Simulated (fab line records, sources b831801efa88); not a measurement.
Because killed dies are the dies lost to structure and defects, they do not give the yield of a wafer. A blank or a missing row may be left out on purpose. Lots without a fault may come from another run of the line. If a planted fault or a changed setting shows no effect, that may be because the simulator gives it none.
fab line records	flow sky130	part 1 of 2: steps 1 to 28 of 39
record lots=5	wafers=15	last-day=50
route steps=708 shown NWELL@57 PWDE@84 VT_ADJUST_HVTP@85
lots untouched by any fault: they come from a run of this same line in which no faults occurred
start-h: hours from the record's opening day to when the first of the lot's shown wafers began	wait-h: hours since the lot's step before	" unchanged from the row above	L1.1+2: a single row standing in for several wafers	- either no value or no given start	* or withheld: withheld	< > ~ a bound
route shown NAME@n: a module of which the file shows steps, and the number in the route of the first	usual: mean/standard deviation taken from wafers without a fault	same: alike in all rows	chamber/n: place in a boat	sites: per-site readings	_std_site: the standard deviation of these	_edge_site: mean of outer sites minus mean of inner sites	radius-mm: for every site, how far away it sits from the centre of the wafer	mask NAME#n: copy n	behind: the most recent tool/chamber to have shaped the wafer	hold: why the lot was held/for how many hours/how that ended	device: whichever transistor did not switch (one of n, p or np)	end of line: the route-end tests of the same wafers	step lacking rows: just its recipe	killed: the dies lost at the first sort to structure and to defects; this is not the yield of the wafer	map: a wafer's dies, x killed, . not, _ none there
set.NAME: the setting that was run; set.NAME@STEP: the one run at that earlier step	model.NAME: the simulator's own value behind a step, which no gauge read
lots seen at some steps along the route; tables by step, rows by wafer
services: from which hour (start-h, from the record's first day; less than 0 if before it) a tool's chamber was out of use, for how many hours, and why
## steps
# step SKY_NWELL_HMDS_04
# recipe prime-time-s=60	prime-temp-c=120
# usual exhaust-pa=44.9/0.93
lot.wafer	tool	chamber	start-h	wait-h	exhaust-pa
L080.2	litho-track-01	0	112.83	0.1	43.6
L080.4	"	0	"	"	43.9
L080.6	"	0	"	"	42.9
L094.3	litho-track-03	0	190.36	0.1	45.5
L094.5	"	0	"	"	44.3
L094.6	"	0	"	"	45.9
L095.2	litho-track-03	0	204.89	0.1	44.4
L095.3	"	0	"	"	44.7
L095.6	"	0	"	"	45.0
L096.1	litho-track-01	0	208.30	0.1	44.5
L096.3	"	0	"	"	43.7
L096.4	"	0	"	"	43.6
L097.2	litho-track-03	0	208.49	0.1	45.5
L097.3	"	0	"	"	45.2
L097.6	"	0	"	"	43.4
# step SKY_NWELL_COAT_05
# recipe spin-rpm=2000	resist-thk-nm=3000
# usual exhaust-pa=44.9/0.83
lot.wafer	tool	chamber	start-h	wait-h	exhaust-pa
L080.2	litho-track-01	0	112.98	0.1	44.8
L080.4	"	0	"	"	44.1
L080.6	"	0	"	"	46.4
L094.3	litho-track-03	0	190.51	0.1	42.7
L094.5	"	0	"	"	43.1
L094.6	"	0	"	"	44.7
L095.2	litho-track-03	0	205.04	0.1	44.9
L095.3	"	0	"	"	46.3
L095.6	"	0	"	"	45.0
L096.1	litho-track-01	0	208.45	0.1	45.1
L096.3	"	0	"	"	46.1
L096.4	"	0	"	"	44.8
L097.2	litho-track-03	0	208.64	0.1	45.4
L097.3	"	0	"	"	45.9
L097.6	"	0	"	"	45.3
# step SKY_NWELL_SOFTBAKE_06
# recipe temp-c=110	time-s=withheld
# usual exhaust-pa=45.1/0.93
lot.wafer	tool	chamber	start-h	wait-h	exhaust-pa
L080.2	litho-track-01	0	113.13	0.1	44.3
L080.4	"	0	"	"	44.2
L080.6	"	0	"	"	44.3
L094.3	litho-track-03	0	190.68	0.1	46.0
L094.5	"	0	"	"	45.9
L094.6	"	0	"	"	46.5
L095.2	litho-track-03	0	205.20	0.1	44.9
L095.3	"	0	"	"	45.9
L095.6	"	0	"	"	44.6
L096.1	litho-track-01	0	208.60	0.1	45.9
L096.3	"	0	"	"	45.0
L096.4	"	0	"	"	46.2
L097.2	litho-track-03	0	208.80	0.1	44.6
L097.3	"	0	"	"	45.0
L097.6	"	0	"	"	45.3
# step SKY_NWELL_EXPOSE_07
# recipe mask-id=NWM	na=0.6	source-shape=conventional	sigma-outer=0.6	polarization=unpolarized	target-cd-nm=840	dose-mj=255
lot.wafer	tool	chamber	start-h	wait-h	mask
L080.2+4+6	iline-stepper-02	0	-	-	NWM#0
L094.3+5+6	iline-stepper-01	0	-	-	NWM#0
L095.2+3+6	iline-stepper-01	0	-	-	NWM#0
L096.1+3+4	iline-stepper-02	0	-	-	NWM#0
L097.2+3+6	iline-stepper-01	0	-	-	NWM#0
# step SKY_NWELL_PEB_08
# recipe temp-c=115	time-s=withheld
# usual exhaust-pa=44.7/0.89
lot.wafer	tool	chamber	start-h	wait-h	exhaust-pa
L080.2	litho-track-02	0	-	-	46.1
L080.4	"	0	"	"	46.3
L080.6	"	0	"	"	45.3
L094.3	litho-track-01	0	-	-	45.1
L094.5	"	0	"	"	47.0
L094.6	"	0	"	"	46.2
L095.2	litho-track-02	0	-	-	44.2
L095.3	"	0	"	"	44.9
L095.6	"	0	"	"	44.5
L096.1	litho-track-02	0	-	-	44.3
L096.3	"	0	"	"	43.6
L096.4	"	0	"	"	43.4
L097.2	litho-track-03	0	-	-	45.5
L097.3	"	0	"	"	46.1
L097.6	"	0	"	"	45.6
# step SKY_NWELL_DEVELOP_09
# recipe wall-angle-deg=90	developer=TMAH	develop-time-s=60	dev-temp-c=23
# usual exhaust-pa=44.9/0.84
lot.wafer	tool	chamber	start-h	wait-h	exhaust-pa
L080.2	litho-track-02	0	-	-	46.1
L080.4	"	0	"	"	43.6
L080.6	"	0	"	"	46.0
L094.3	litho-track-01	0	-	-	44.2
L094.5	"	0	"	"	44.0
L094.6	"	0	"	"	44.4
L095.2	litho-track-02	0	-	-	44.2
L095.3	"	0	"	"	46.4
L095.6	"	0	"	"	44.5
L096.1	litho-track-02	0	-	-	44.1
L096.3	"	0	"	"	44.3
L096.4	"	0	"	"	44.9
L097.2	litho-track-03	0	-	-	44.9
L097.3	"	0	"	"	45.4
L097.6	"	0	"	"	44.8
# step SKY_NWELL_OVL_MEAS_10
# usual NWELL_00_OVL=0.2/1.4
lot.wafer	tool	chamber	start-h	wait-h	NWELL_00_OVL[nm]
L080.2	overlay-02	-	122.23	-	-0.1
L080.4	"	-	"	"	-1.4
L080.6	"	-	"	"	-1.9
L094.3	overlay-01	-	200.66	-	-1.5
L094.5	"	-	"	"	-1.0
L094.6	"	-	"	"	-0.4
L095.2	overlay-01	-	216.38	-	2.2
L095.3	"	-	"	"	4.6
L095.6	"	-	"	"	2.3
L096.1	overlay-02	-	220.12	-	-0.2
L096.3	"	-	"	"	0.2
L096.4	"	-	"	"	-1.4
L097.2	overlay-02	-	220.27	-	0.6
L097.3	"	-	"	"	0.1
L097.6	"	-	"	"	-0.4
# step SKY_NWELL_IMPLANT_11
# recipe species=P	energy-kev=400	dose-cm2=1.9e+13	tilt-deg=withheld
lot.wafer	tool	chamber	start-h	wait-h
L080.2+4+6	implanter-04	0	122.28	0.0
L094.3+5+6	implanter-04	0	200.74	0.1
L095.2+3+6	implanter-03	0	216.43	0.0
L096.1+3+4	implanter-03	0	220.16	0.0
L097.2+3+6	implanter-04	0	220.33	0.0
# step SKY_NWELL_IMPLANT_12
# recipe species=P	energy-kev=120	dose-cm2=1.3e+12	tilt-deg=withheld
lot.wafer	tool	chamber	start-h	wait-h
L080.2+4+6	implanter-04	0	122.43	0.1
L094.3+5+6	implanter-04	0	200.89	0.1
L095.2+3+6	implanter-03	0	216.58	0.1
L096.1+3+4	implanter-03	0	220.31	0.1
L097.2+3+6	implanter-04	0	220.48	0.1
# step SKY_NWELL_IMPLANT_13
# recipe species=P	energy-kev=50	dose-cm2=7e+11	tilt-deg=withheld
lot.wafer	tool	chamber	start-h	wait-h
L080.2+4+6	implanter-04	0	122.58	0.1
L094.3+5+6	implanter-04	0	201.04	0.1
L095.2+3+6	implanter-03	0	216.73	0.1
L096.1+3+4	implanter-03	0	220.46	0.1
L097.2+3+6	implanter-04	0	220.63	0.1
# step SKY_NWELL_STRIP_14
# recipe chemistry=O2/N2	power-w=1400	pressure-mtorr=1500	platen-temp-c=withheld	o2-flow-sccm=3000	n2-flow-sccm=300	overash-fraction=0.5
# usual drypump-motor-current-A=5.5/0.55	oes-product-au=0.723/0.004	strip-time-to-endpoint-s=36.89/0.11
lot.wafer	tool	chamber	start-h	wait-h	drypump-motor-current-A	oes-product-au	rf-hours-counter-h	strip-time-to-endpoint-s
L080.2	plasma-asher-04	1	122.71	0.1	5.8	0.724	42	36.82
L080.4	"	1	"	"	5.8	0.717	-	36.97
L080.6	"	0	"	"	4.7	0.721	-	36.92
L094.3	plasma-asher-04	1	201.17	0.1	5.8	0.725	-	36.80
L094.5	"	0	"	"	4.7	0.726	-	36.85
L094.6	"	1	"	"	5.8	0.724	-	36.84
L095.2	plasma-asher-03	1	216.86	0.1	5.4	0.719	52	37.08
L095.3	"	0	"	"	5.4	0.722	-	36.95
L095.6	"	0	"	"	5.4	0.725	-	36.94
L096.1	plasma-asher-03	0	220.61	0.1	5.4	0.722	53	36.85
L096.3	"	0	"	"	5.4	0.719	-	36.86
L096.4	"	1	"	"	5.4	0.727	-	36.94
L097.2	plasma-asher-04	1	220.75	0.1	5.8	0.727	52	36.98
L097.3	"	1	"	"	5.8	0.726	-	37.00
L097.6	"	0	"	"	4.7	0.720	-	36.95
# step SKY_NWELL_TW_MEAS_15
# usual NWELL_TW=1827/20
lot.wafer	tool	chamber	start-h	wait-h	NWELL_TW
L080.2	film-metro-03	-	122.82	0.1	1831
L080.4	"	-	"	"	1830
L080.6	"	-	"	"	1822
L094.3	film-metro-02	-	201.26	0.1	1796
L094.5	"	-	"	"	1820
L094.6	"	-	"	"	1803
L095.2	film-metro-03	-	216.97	0.1	1813
L095.3	"	-	"	"	1817
L095.6	"	-	"	"	1816
L096.1	film-metro-03	-	220.71	0.1	1822
L096.3	"	-	"	"	1821
L096.4	"	-	"	"	1817
L097.2	film-metro-02	-	220.86	0.1	1809
L097.3	"	-	"	"	1799
L097.6	"	-	"	"	1793
# step SKY_NWELL_DEHYDRATE_16
# recipe temp-c=200	time-s=60
# usual exhaust-pa=45.1/0.91
lot.wafer	tool	chamber	start-h	wait-h	exhaust-pa
L080.2	litho-track-02	0	131.55	8.7	45.7
L080.4	"	0	"	"	46.6
L080.6	"	0	"	"	44.9
L094.3	litho-track-02	0	211.62	10.4	46.5
L094.5	"	0	"	"	44.3
L094.6	"	0	"	"	46.1
L095.2	litho-track-01	0	226.87	9.9	45.1
L095.3	"	0	"	"	44.8
L095.6	"	0	"	"	44.6
L096.1	litho-track-02	0	231.07	10.4	44.8
L096.3	"	0	"	"	44.6
L096.4	"	0	"	"	44.1
L097.2	litho-track-03	0	231.44	10.6	43.8
L097.3	"	0	"	"	44.0
L097.6	"	0	"	"	45.3
# step SKY_NWELL_HMDS_17
# recipe prime-time-s=60	prime-temp-c=120
# usual exhaust-pa=45.0/0.87
lot.wafer	tool	chamber	start-h	wait-h	exhaust-pa
L080.2	litho-track-02	0	131.70	0.1	45.9
L080.4	"	0	"	"	45.9
L080.6	"	0	"	"	45.4
L094.3	litho-track-02	0	211.77	0.1	45.8
L094.5	"	0	"	"	44.9
L094.6	"	0	"	"	45.2
L095.2	litho-track-01	0	227.02	0.1	44.6
L095.3	"	0	"	"	44.2
L095.6	"	0	"	"	44.7
L096.1	litho-track-02	0	231.22	0.1	45.4
L096.3	"	0	"	"	46.5
L096.4	"	0	"	"	46.0
L097.2	litho-track-03	0	231.59	0.1	45.1
L097.3	"	0	"	"	43.9
L097.6	"	0	"	"	46.1
# step SKY_NWELL_COAT_18
# recipe spin-rpm=2000	resist-thk-nm=3000
# usual exhaust-pa=44.9/0.88
lot.wafer	tool	chamber	start-h	wait-h	exhaust-pa
L080.2	litho-track-02	0	131.85	0.1	47.0
L080.4	"	0	"	"	45.1
L080.6	"	0	"	"	46.4
L094.3	litho-track-02	0	211.92	0.1	43.0
L094.5	"	0	"	"	44.4
L094.6	"	0	"	"	45.1
L095.2	litho-track-01	0	227.17	0.1	45.3
L095.3	"	0	"	"	44.5
L095.6	"	0	"	"	45.5
L096.1	litho-track-02	0	231.37	0.1	44.5
L096.3	"	0	"	"	43.9
L096.4	"	0	"	"	45.1
L097.2	litho-track-03	0	231.74	0.1	44.2
L097.3	"	0	"	"	45.5
L097.6	"	0	"	"	44.4
# step SKY_NWELL_SOFTBAKE_19
# recipe temp-c=110	time-s=withheld
# usual exhaust-pa=45.0/0.79
lot.wafer	tool	chamber	start-h	wait-h	exhaust-pa
L080.2	litho-track-02	0	132.00	0.1	45.4
L080.4	"	0	"	"	45.5
L080.6	"	0	"	"	43.9
L094.3	litho-track-02	0	212.09	0.1	45.2
L094.5	"	0	"	"	45.0
L094.6	"	0	"	"	44.5
L095.2	litho-track-01	0	227.33	0.1	45.4
L095.3	"	0	"	"	45.0
L095.6	"	0	"	"	44.1
L096.1	litho-track-02	0	231.52	0.1	45.2
L096.3	"	0	"	"	44.7
L096.4	"	0	"	"	45.7
L097.2	litho-track-03	0	231.90	0.1	45.1
L097.3	"	0	"	"	46.0
L097.6	"	0	"	"	44.6
# step SKY_NWELL_EXPOSE_20
# recipe mask-id=NWM_COMPLEMENT	na=0.6	source-shape=conventional	sigma-outer=0.6	polarization=unpolarized	target-cd-nm=840	dose-mj=260
lot.wafer	tool	chamber	start-h	wait-h	mask
L080.2+4+6	iline-stepper-01	0	-	-	NWM_COMPLEMENT#0
L094.3+5+6	iline-stepper-02	0	-	-	NWM_COMPLEMENT#0
L095.2+3+6	iline-stepper-01	0	-	-	NWM_COMPLEMENT#0
L096.1+3+4	iline-stepper-01	0	-	-	NWM_COMPLEMENT#0
L097.2+3+6	iline-stepper-02	0	-	-	NWM_COMPLEMENT#0
# step SKY_NWELL_PEB_21
# recipe temp-c=115	time-s=withheld
# usual exhaust-pa=45.0/0.9
lot.wafer	tool	chamber	start-h	wait-h	exhaust-pa
L080.2	litho-track-03	0	-	-	46.8
L080.4	"	0	"	"	45.3
L080.6	"	0	"	"	44.0
L094.3	litho-track-03	0	-	-	44.5
L094.5	"	0	"	"	45.1
L094.6	"	0	"	"	44.9
L095.2	litho-track-03	0	-	-	44.4
L095.3	"	0	"	"	46.0
L095.6	"	0	"	"	46.0
L096.1	litho-track-01	0	-	-	44.3
L096.3	"	0	"	"	43.9
L096.4	"	0	"	"	44.2
L097.2	litho-track-02	0	-	-	46.8
L097.3	"	0	"	"	46.2
L097.6	"	0	"	"	46.9
# step SKY_NWELL_DEVELOP_22
# recipe wall-angle-deg=90	developer=TMAH	develop-time-s=60	dev-temp-c=23
# usual exhaust-pa=45.0/0.81
lot.wafer	tool	chamber	start-h	wait-h	exhaust-pa
L080.2	litho-track-03	0	-	-	44.2
L080.4	"	0	"	"	45.7
L080.6	"	0	"	"	45.3
L094.3	litho-track-03	0	-	-	46.0
L094.5	"	0	"	"	44.4
L094.6	"	0	"	"	44.6
L095.2	litho-track-03	0	-	-	45.8
L095.3	"	0	"	"	45.8
L095.6	"	0	"	"	44.4
L096.1	litho-track-01	0	-	-	44.7
L096.3	"	0	"	"	44.8
L096.4	"	0	"	"	43.9
L097.2	litho-track-02	0	-	-	44.8
L097.3	"	0	"	"	46.0
L097.6	"	0	"	"	45.8
# step SKY_NWELL_OVL_MEAS_23
# usual NWELL_01_OVL=1.2/1.2
lot.wafer	tool	chamber	start-h	wait-h	NWELL_01_OVL[nm]
L080.2	overlay-01	-	142.07	-	1.1
L080.4	"	-	"	"	0.8
L080.6	"	-	"	"	1.9
L094.3	overlay-02	-	223.08	-	1.3
L094.5	"	-	"	"	-0.7
L094.6	"	-	"	"	0.4
L095.2	overlay-02	-	238.82	-	1.2
L095.3	"	-	"	"	1.9
L095.6	"	-	"	"	-0.3
L096.1	overlay-02	-	242.30	-	1.3
L096.3	"	-	"	"	0.8
L096.4	"	-	"	"	2.1
L097.2	overlay-02	-	243.23	-	1.0
L097.3	"	-	"	"	1.0
L097.6	"	-	"	"	1.2
# step SKY_NWELL_IMPLANT_24
# recipe species=B	energy-kev=140	dose-cm2=9.2e+12	tilt-deg=withheld
lot.wafer	tool	chamber	start-h	wait-h
L080.2+4+6	implanter-04	0	142.13	0.0
L094.3+5+6	implanter-02	0	223.15	0.1
L095.2+3+6	implanter-04	0	238.88	0.0
L096.1+3+4	implanter-04	0	242.34	0.0
L097.2+3+6	implanter-02	0	243.28	0.0
# step SKY_NWELL_STRIP_25
# recipe chemistry=O2/N2	power-w=1400	pressure-mtorr=1500	platen-temp-c=withheld	o2-flow-sccm=3000	n2-flow-sccm=300	overash-fraction=0.5
# usual drypump-motor-current-A=5.7/0.5	oes-product-au=0.722/0.0046	strip-time-to-endpoint-s=36.91/0.1
lot.wafer	tool	chamber	start-h	wait-h	drypump-motor-current-A	oes-product-au	rf-hours-counter-h	strip-time-to-endpoint-s
L080.2	plasma-asher-02	0	142.25	0.1	6.4	0.723	3	36.86
L080.4	"	1	"	"	6.0	0.724	-	36.95
L080.6	"	1	"	"	6.0	0.725	-	36.97
L094.3	plasma-asher-02	0	223.28	0.1	6.5	0.729	-	36.86
L094.5	"	0	"	"	6.4	0.716	-	36.80
L094.6	"	1	"	"	6.0	0.720	-	36.88
L095.2	plasma-asher-03	1	239.00	0.1	5.3	0.724	54	37.11
L095.3	"	1	"	"	5.4	0.728	-	36.97
L095.6	"	0	"	"	5.4	0.723	-	36.98
L096.1	plasma-asher-03	0	242.49	0.1	5.4	0.719	55	36.85
L096.3	"	0	"	"	5.4	0.724	-	36.87
L096.4	"	1	"	"	5.3	0.724	-	36.95
L097.2	plasma-asher-02	0	243.41	0.1	6.4	0.722	13	36.82
L097.3	"	1	"	"	6.0	0.730	-	36.68
L097.6	"	1	"	"	6.0	0.726	-	36.90
# step SKY_NWELL_TW_MEAS_26
# usual NWELL_2_TW=499/4.8
lot.wafer	tool	chamber	start-h	wait-h	NWELL_2_TW
L080.2	film-metro-03	-	142.36	0.1	499
L080.4	"	-	"	"	498
L080.6	"	-	"	"	499
L094.3	film-metro-03	-	223.37	0.1	494
L094.5	"	-	"	"	494
L094.6	"	-	"	"	494
L095.2	film-metro-01	-	239.11	0.1	502
L095.3	"	-	"	"	507
L095.6	"	-	"	"	505
L096.1	film-metro-02	-	242.59	0.1	494
L096.3	"	-	"	"	491
L096.4	"	-	"	"	491
L097.2	film-metro-03	-	243.52	0.1	499
L097.3	"	-	"	"	497
L097.6	"	-	"	"	498
# step SKY_NWELL_CLEAN_27
# recipe chemistry=SC1/SC2	mix=1:4:20	temp-c=70	time-s=150	dry=n2-spin
# usual bath-heat-duty-pct=13.9/1.3
lot.wafer	tool	chamber	start-h	wait-h	bath-heat-duty-pct
L080.2	wet-bench-01	0	142.41	0.0	14.6
L080.4	"	0	"	"	13.6
L080.6	"	0	"	"	14.3
L094.3	wet-bench-04	3	223.41	0.0	15.6
L094.5	"	3	"	"	16.1
L094.6	"	3	"	"	15.2
L095.2	wet-bench-01	3	239.16	0.0	11.9
L095.3	"	3	"	"	13.4
L095.6	"	3	"	"	12.8
L096.1	wet-bench-04	2	242.65	0.1	15.4
L096.3	"	2	"	"	13.5
L096.4	"	2	"	"	13.5
L097.2	wet-bench-01	1	243.57	0.0	12.7
L097.3	"	1	"	"	15.1
L097.6	"	1	"	"	13.6
# step SKY_NWELL_RTA_28
# recipe temp-c=1050	time-s=30	idle-temp-c=650	ramp-up-c-per-s=150	ramp-down-c-per-s=90	ambient=N2
# usual lamp-power-pct=25.30/0.052	ramp-down-c-per-s=90.000/0.017	wafer_temp_C_max=1054.9/0.96
lot.wafer	tool	chamber	start-h	wait-h	lamp-power-pct	ramp-down-c-per-s	wafer_temp_C_max
L080.2	rtp-anneal-02	0	142.48	0.0	25.29	90.016	1054.1
L080.4	"	0	"	"	25.29	90.006	1054.7
L080.6	"	0	"	"	25.27	90.007	1055.1
L094.3	rtp-anneal-01	0	223.50	0.0	25.25	90.013	1055.2
L094.5	"	0	"	"	25.25	90.014	1057.3
L094.6	"	0	"	"	25.26	89.996	1054.2
L095.2	rtp-anneal-02	0	239.24	0.0	25.26	89.991	1053.7
L095.3	"	0	"	"	25.30	89.967	1053.3
L095.6	"	0	"	"	25.28	90.014	1053.9
L096.1	rtp-anneal-02	0	242.70	0.0	25.30	90.001	1055.1
L096.3	"	0	"	"	25.29	90.041	1055.2
L096.4	"	0	"	"	25.32	89.984	1054.9
L097.2	rtp-anneal-01	0	243.63	0.0	25.36	90.019	1054.2
L097.3	"	0	"	"	25.35	90.005	1055.6
L097.6	"	0	"	"	25.21	90.022	1055.4
# step SKY_NWELL_RS_MEAS_29
# recipe thk-meas-gauge=four-point-probe
# usual NWELL_RS=624.9/1.5
lot.wafer	tool	chamber	start-h	wait-h	NWELL_RS[ohm/sq]
L080.2	film-metro-03	-	142.58	0.1	623.8
L080.4	"	-	"	"	623.0
L080.6	"	-	"	"	624.1
L094.3	film-metro-01	-	223.61	0.1	626.3
L094.5	"	-	"	"	625.3
L094.6	"	-	"	"	625.8
L095.2	film-metro-02	-	239.43	0.2	623.6
L095.3	"	-	"	"	625.8
L095.6	"	-	"	"	623.3
L096.1	film-metro-01	-	242.80	0.1	625.8
L096.3	"	-	"	"	624.3
L096.4	"	-	"	"	627.1
L097.2	film-metro-01	-	243.74	0.1	622.8
L097.3	"	-	"	"	626.1
L097.6	"	-	"	"	626.5
# step SKY_NWELL_RS_MEAS_31
# recipe thk-meas-gauge=four-point-probe
# usual PWDE_RS=5281/17
lot.wafer	tool	chamber	start-h	wait-h	PWDE_RS[ohm/sq]
L080.2	film-metro-03	-	142.82	0.1	5281
L080.4	"	-	"	"	5277
L080.6	"	-	"	"	5280
L094.3	film-metro-01	-	223.85	0.1	5268
L094.5	"	-	"	"	5265
L094.6	"	-	"	"	5279
L095.2	film-metro-02	-	239.67	0.1	5270
L095.3	"	-	"	"	5278
L095.6	"	-	"	"	5269
L096.1	film-metro-01	-	243.04	0.1	5294
L096.3	"	-	"	"	5292
L096.4	"	-	"	"	5301
L097.2	film-metro-01	-	243.98	0.1	5288
L097.3	"	-	"	"	5287
L097.6	"	-	"	"	5296
# step SKY_VT_ADJUST_HVTP_DEHYDRATE_00
# recipe temp-c=200	time-s=60
# usual exhaust-pa=44.8/0.81
lot.wafer	tool	chamber	start-h	wait-h	exhaust-pa
L080.2	litho-track-02	0	151.80	9.0	43.5
L080.4	"	0	"	"	45.0
L080.6	"	0	"	"	44.5
L094.3	litho-track-04	0	234.24	10.4	44.8
L094.5	"	0	"	"	44.2
L094.6	"	0	"	"	44.7
L095.2	litho-track-01	0	250.17	10.5	45.3
L095.3	"	0	"	"	44.3
L095.6	"	0	"	"	44.9
L096.1	litho-track-04	0	253.69	10.6	46.2
L096.3	"	0	"	"	45.6
L096.4	"	0	"	"	44.6
L097.2	litho-track-02	0	254.90	10.9	44.7
L097.3	"	0	"	"	44.4
L097.6	"	0	"	"	44.5
